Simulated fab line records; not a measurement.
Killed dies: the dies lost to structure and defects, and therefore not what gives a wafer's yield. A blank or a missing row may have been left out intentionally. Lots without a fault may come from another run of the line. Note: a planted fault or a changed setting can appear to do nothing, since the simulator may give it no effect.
fab line records | flow sky130
record lots=15 wafers=45 lastDay=50
route steps=708 shown LDD_HVP@287 LDD_LDN@301
lots with no fault: from the same line, run without faults
startH: hours from the record's opening day to when the first of the lot's shown wafers began | waitH: how many hours have passed since the lot's step before this one | " repeats the value in the row above | L1.1+2: several wafers, shown together as one row | - either no value or no given start | * or withheld: withheld | < > ~ a bound
route shown NAME@n: a module of which the file shows steps, and the number in the route of the first | usual: the fault-free wafers' mean and standard deviation | same: alike in all rows | chamber/n: place in a boat | sites: per-site readings | _std_site: how widely they spread, as a standard deviation | _edge_site: the outer-site mean with the inner-site mean subtracted | radiusMm: how far each site lies from the wafer's centre | mask NAME#n: copy n | behind: the tool/chamber that last shaped the wafer | hold: why the lot was held/for how many hours/how that ended | device: the transistor (n, p or np) that didn't switch | end of line: the tests these same wafers got at the end of their route | where a step has no rows: the recipe by itself | killed: count of dies lost to structure and defects at first sort (not the wafer's yield) | map: a wafer's dies, marking killed ones x, the rest . and places with no die _
set.NAME: the setting as run; set.NAME@STEP: as run at that earlier step | model.NAME: the simulator's own value behind a step, which no gauge read
one table for each step of the route and one row for each wafer, over a sample of lots
services: a tool's chamber out of use, with start hour (startH, from the record's first day; less than 0 if before it), hours out, and reason
## steps
# step SKY_LDD_HVP_STRIP_09
# recipe chemistry=O2/N2 powerW=1400 pressureMtorr=1500 platenTempC=withheld o2FlowSccm=3000 n2FlowSccm=300 overashFraction=0.5
# usual chamberPressureMTorr=1499.9/1.4 drypumpMotorCurrentA=5.57/0.3 oesProductAu=0.408/0.0045 stripTimeToEndpointS=4.135/0.014
# columns lot.wafer tool chamber startH waitH chamberPressureMTorr drypumpMotorCurrentA oesProductAu rfHoursCounterH stripTimeToEndpointS
L116.1 plasmaAsher-03 0 492.82 0.1 1499.5 5.87 0.413 66 4.146
L116.2 " 1 " " 1499.3 5.74 0.410 66 4.132
L116.5 " 1 " " 1502.1 5.78 0.406 - 4.150
L118.1 plasmaAsher-03 0 521.21 0.2 1502.3 5.87 0.401 68 4.136
L118.5 " 0 " " 1499.0 5.84 0.407 - 4.139
L118.6 " 1 " " 1500.3 5.77 0.402 - 4.127
L119.1 plasmaAsher-03 0 529.17 0.1 1500.5 5.90 0.407 69 4.126
L119.3 " 1 " " 1503.1 5.76 0.411 - 4.128
L119.5 " 0 " " 1500.8 5.90 0.414 - 4.114
L120.1 plasmaAsher-03 1 543.35 0.1 1501.0 5.79 0.415 70 4.141
L120.5 " 0 " " 1499.8 5.87 0.406 - 4.140
L120.6 " 1 " " 1499.1 5.80 0.411 - 4.158
L122.3 plasmaAsher-03 0 556.09 0.1 1499.1 5.87 0.405 - 4.118
L122.4 " 1 " " 1500.6 5.77 0.408 - 4.129
L122.5 " 0 " " 1499.2 5.85 0.404 - 4.100
L124.3 plasmaAsher-01 0 581.60 0.1 - - - - -
L124.5 " 1 " " - - - - -
L124.6 " 0 " " - - - - -
L125.2 plasmaAsher-03 1 582.51 0.1 - - - - -
L125.3 " 0 " " - - - - -
L125.6 " 1 " " - - - - -
L126.1 plasmaAsher-01 0 590.76 0.1 - - - - -
L126.5 " 1 " " - - - - -
L126.6 " 0 " " - - - - -
L131.1 plasmaAsher-04 1 648.67 0.1 1495.7 5.25 0.412 22 4.133
L131.2 " 0 " " 1498.2 5.55 0.409 22 4.149
L131.5 " 0 " " 1500.7 5.56 0.416 - 4.157
L132.1 plasmaAsher-04 1 671.52 0.1 1501.8 5.29 0.416 24 4.120
L132.3 " 1 " " 1502.5 5.27 0.403 - 4.136
L132.6 " 1 " " 1498.2 5.27 0.414 - 4.126
L134.1 plasmaAsher-04 0 672.89 0.3 1499.2 5.55 0.403 25 4.152
L134.4 " 1 " " 1499.1 5.23 0.398 - 4.119
L134.6 " 0 " " 1499.3 5.55 0.405 - 4.147
L136.3 plasmaAsher-04 0 676.08 0.1 1499.5 5.52 0.406 - 4.114
L136.4 " 1 " " 1500.3 5.30 0.408 - 4.140
L136.5 " 1 " " 1500.7 5.30 0.407 - 4.136
L135.2 plasmaAsher-04 0 681.26 0.1 1499.0 5.56 0.406 26 4.134
L135.5 " 0 " " 1502.0 5.56 0.408 - 4.135
L135.6 " 1 " " 1499.5 5.25 0.417 - 4.122
L138.1 plasmaAsher-04 0 684.76 0.1 1501.4 5.53 0.409 27 4.156
L138.3 " 0 " " 1500.1 5.54 0.413 - 4.156
L138.6 " 1 " " 1502.7 5.30 0.405 - 4.138
L137.1 plasmaAsher-03 1 686.25 0.1 1499.7 5.77 0.398 83 4.134
L137.2 " 0 " " 1498.7 5.90 0.413 83 4.122
L137.3 " 1 " " 1499.3 5.78 0.415 - 4.100
# step SKY_LDD_LDN_STRIP_12
# recipe chemistry=O2/N2 powerW=1400 pressureMtorr=1500 platenTempC=withheld o2FlowSccm=3000 n2FlowSccm=300 overashFraction=0.5
# usual chamberPressureMTorr=1500.2/1.4 drypumpMotorCurrentA=5.7/0.39 oesProductAu=0.716/0.0045 stripTimeToEndpointS=14.19/0.043
# columns lot.wafer tool chamber startH waitH chamberPressureMTorr drypumpMotorCurrentA oesProductAu rfHoursCounterH stripTimeToEndpointS
L116.1 plasmaAsher-04 0 523.70 0.1 1500.0 5.5 0.712 9 14.17
L116.2 " 1 " " 1499.0 5.3 0.717 9 14.19
L116.5 " 0 " " 1499.3 5.5 0.707 - 14.16
L118.1 plasmaAsher-02 1 551.52 0.1 1500.5 6.0 0.709 42 14.17
L118.5 " 0 " " 1499.5 6.0 0.714 - 14.17
L118.6 " 1 " " 1500.4 6.0 0.710 - 14.17
L119.1 plasmaAsher-02 0 558.67 0.1 1501.8 6.0 0.713 43 14.19
L119.3 " 0 " " 1496.9 6.0 0.719 - 14.22
L119.5 " 0 " " 1502.1 6.0 0.717 - 14.21
L120.1 plasmaAsher-01 1 572.62 0.1 1496.9 4.8 0.713 89 14.23
L120.5 " 1 " " 1500.5 4.8 0.711 - 14.20
L120.6 " 0 " " 1500.7 5.6 0.711 - 14.19
L122.3 plasmaAsher-02 0 585.45 0.1 1499.0 6.0 0.712 - 14.20
L122.4 " 1 " " 1499.7 6.0 0.711 - 14.22
L122.5 " 1 " " 1501.6 6.0 0.714 - 14.19
L124.3 plasmaAsher-04 0 611.43 0.1 1500.4 5.5 0.717 - 18.73
L124.5 " 1 " " 1501.8 5.3 0.725 - 18.70
L124.6 " 0 " " 1500.5 5.5 0.713 - 18.70
L125.2 plasmaAsher-02 0 612.07 0.1 1499.6 6.0 0.718 48 18.70
L125.3 " 0 " " 1499.0 6.0 0.716 - 18.74
L125.6 " 0 " " 1498.1 6.0 0.710 - 18.71
L126.1 plasmaAsher-02 0 619.32 0.1 1497.9 6.0 0.712 49 18.85
L126.5 " 0 " " 1501.5 6.0 0.717 - 18.80
L126.6 " 1 " " 1498.5 6.0 0.724 - 18.85
L131.1 plasmaAsher-04 0 677.82 0.1 1499.1 5.5 0.717 26 14.16
L131.2 " 1 " " 1499.6 5.3 0.721 26 14.15
L131.5 " 1 " " 1499.0 5.3 0.715 - 14.15
L132.1 plasmaAsher-01 1 699.75 0.1 1502.1 4.9 0.711 99 14.10
L132.3 " 1 " " 1500.5 4.8 0.719 - 14.14
L132.6 " 1 " " 1501.8 4.9 0.708 - 14.11
L134.1 plasmaAsher-01 1 700.65 0.1 1499.9 4.8 0.721 99 14.18
L134.4 " 0 " " 1501.0 5.6 0.710 - 14.18
L134.6 " 0 " " 1501.8 5.6 0.709 - 14.21
L136.3 plasmaAsher-01 1 703.41 0.1 1496.8 4.9 0.715 - 14.19
L136.4 " 0 " " 1499.6 5.6 0.717 - 14.18
L136.5 " 0 " " 1501.1 5.6 0.711 - 14.17
L135.2 plasmaAsher-04 0 708.57 0.1 1502.7 5.5 0.718 29 14.15
L135.5 " 1 " " 1502.0 5.3 0.712 - 14.17
L135.6 " 0 " " 1499.4 5.5 0.709 - 14.11
L138.1 plasmaAsher-04 0 711.15 0.1 1500.6 5.5 0.709 29 14.24
L138.3 " 1 " " 1500.7 5.3 0.714 - 14.21
L138.6 " 0 " " 1499.9 5.5 0.726 - 14.27
L137.1 plasmaAsher-02 0 712.57 0.1 1500.3 6.0 0.718 60 14.10
L137.2 " 1 " " 1501.2 6.0 0.706 60 14.18
L137.3 " 0 " " 1498.8 6.0 0.719 - 14.14
# step SKY_LDD_LDN_TW_MEAS_13
# usual LDD_LDN_TW=1481/21
# columns lot.wafer tool chamber startH waitH LDD_LDN_TW
L116.1 filmMetro-03 - 523.80 0.1 1467
L116.2 " - " " 1460
L116.5 " - " " 1461
L118.1 filmMetro-02 - 551.62 0.1 1494
L118.5 " - " " 1496
L118.6 " - " " 1487
L119.1 filmMetro-02 - 558.77 0.1 1497
L119.3 " - " " 1507
L119.5 " - " " 1505
L120.1 filmMetro-01 - 572.72 0.1 1477
L120.5 " - " " 1483
L120.6 " - " " 1479
L122.3 filmMetro-03 - 585.54 0.1 1455
L122.4 " - " " 1448
L122.5 " - " " 1462
L124.3 filmMetro-02 - 611.52 0.1 31
L124.5 " - " " 31
L124.6 " - " " 30
L125.2 filmMetro-01 - 612.18 0.1 30
L125.3 " - " " 30
L125.6 " - " " 30
L126.1 filmMetro-01 - 619.42 0.1 30
L126.5 " - " " 30
L126.6 " - " " 30
L131.1 filmMetro-03 - 677.92 0.1 1445
L131.2 " - " " 1451
L131.5 " - " " 1450
L132.1 filmMetro-03 - 699.85 0.1 1453
L132.3 " - " " 1464
L132.6 " - " " 1464
L134.1 filmMetro-02 - 700.75 0.1 1506
L134.4 " - " " 1514
L134.6 " - " " 1502
L136.3 filmMetro-03 - 703.49 0.1 1459
L136.4 " - " " 1466
L136.5 " - " " 1468
L135.2 filmMetro-02 - 708.68 0.1 1511
L135.5 " - " " 1505
L135.6 " - " " 1505
L138.1 filmMetro-02 - 711.25 0.1 1505
L138.3 " - " " 1500
L138.6 " - " " 1502
L137.1 filmMetro-02 - 712.67 0.1 1512
L137.2 " - " " 1503
L137.3 " - " " 1509
## services
# columns tool chamber startH hours kind
plasmaAsher-02 - 493.98 0.4 repair
plasmaAsher-03 - 538.81 2.8 pm
plasmaAsher-04 - 548.52 2.8 pm
plasmaAsher-04 - 559.69 0.7 repair
plasmaAsher-01 - 565.99 4.1 repair
plasmaAsher-03 - 613.69 2.4 repair
plasmaAsher-01 - 619.54 17.0 repair
plasmaAsher-02 - 638.71 1.4 repair
plasmaAsher-03 - 661.32 14.6 pm
plasmaAsher-01 - 671.62 9.3 pm
## key
firstSign step=SKY_LDD_HVP_STRIP_09 reading=toolRecord direction=missing
effect step=SKY_LDD_LDN_STRIP_12 reading=stripTimeToEndpointS direction=up sigmas=99+ usual=* struck=*
effect step=SKY_LDD_LDN_TW_MEAS_13 reading=LDD_LDN_TW direction=down sigmas=68 usual=1481 struck=30
metAt SKY_LDD_HVP_STRIP_09
struckLots L124,L125,L126
sortLeftOut L124.3,L124.5,L124.6,L125.2,L125.3,L125.6,L126.1,L126.5,L126.6
testerLeftOut L124,L125,L126
onsetBetween 556.09 581.60
fault kind=skippedStepWhole tool=plasmaAsher-01,plasmaAsher-03 chamber=- onsetH=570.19 steps=SKY_LDD_HVP_STRIP_09 scope=struckLotsOnly
# testerLeftOut: of these lots the tester's yield and bins aren't shown, on N5 and GAA mostly nor the transistor test; their killed dies are dies lost to structure and defects alone, not to doping, threshold or leakage, so they don't give the yield
# sortLeftOut: the simulated sort isn't trusted on such a fault, so these wafers' sort isn't shown, and their yield isn't known
